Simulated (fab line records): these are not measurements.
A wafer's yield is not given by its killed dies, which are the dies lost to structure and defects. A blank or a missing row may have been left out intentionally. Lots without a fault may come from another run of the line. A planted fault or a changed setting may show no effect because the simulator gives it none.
Chamber matching    flow sky130    4 sister chambers for SKY_VIA1_CMP_02 on cmp-01
The step polishes SiO2. 4 wafers are shown with their chamber, then 9 later ones without.

== WAFERS, EACH WITH ITS CHAMBER ==
wafer   chamber  motor current A (A)
L772.4  1        13.1
L773.6  2        13.6
L777.5  0        12.8
L777.6  3        12.8

== WAFERS MISSING THEIR CHAMBER ==
wafer   motor current A (A)
L779.1  12.6
L779.3  13.5
L779.6  12.1
L780.1  14.5
L780.3  14.0
L780.6  14.0
L781.1  12.7
L781.4  14.2
L781.5  13.6

== EACH ONE'S CHAMBER ==
wafer   from the rows above                in truth
L779.1  can't be placed: 0 or 3 or 1 or 2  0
L779.3  can't be placed: 2 or 1 or 0 or 3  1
L779.6  can't be placed: 0 or 3 or 1 or 2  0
L780.1  can't be placed: 2 or 1 or 0 or 3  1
L780.3  can't be placed: 2 or 1 or 0 or 3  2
L780.6  can't be placed: 2 or 1 or 0 or 3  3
L781.1  can't be placed: 0 or 3 or 1 or 2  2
L781.4  can't be placed: 2 or 1 or 0 or 3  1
L781.5  can't be placed: 2 or 1 or 0 or 3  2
Correctly placed: 0 of 9. Cannot be placed on the basis of these rows: 9; the candidates contain the true chamber in 9. Wrongly placed: 0.
How it was worked out, from the rows above alone: a wafer's distance from a chamber is the root of the sum, over the readings, of the square of ((its reading less the chamber's mean) divided by the reading's scatter). If the next closest chamber is less than 2 further off than the closest, the wafer can't be placed; otherwise it belongs to the closest. The mean given for a chamber averages the wafers shown for that chamber. The scatter (one wafer shown for each chamber): square how far every hidden wafer sits from the nearest shown wafer, average those squares and take the square root.
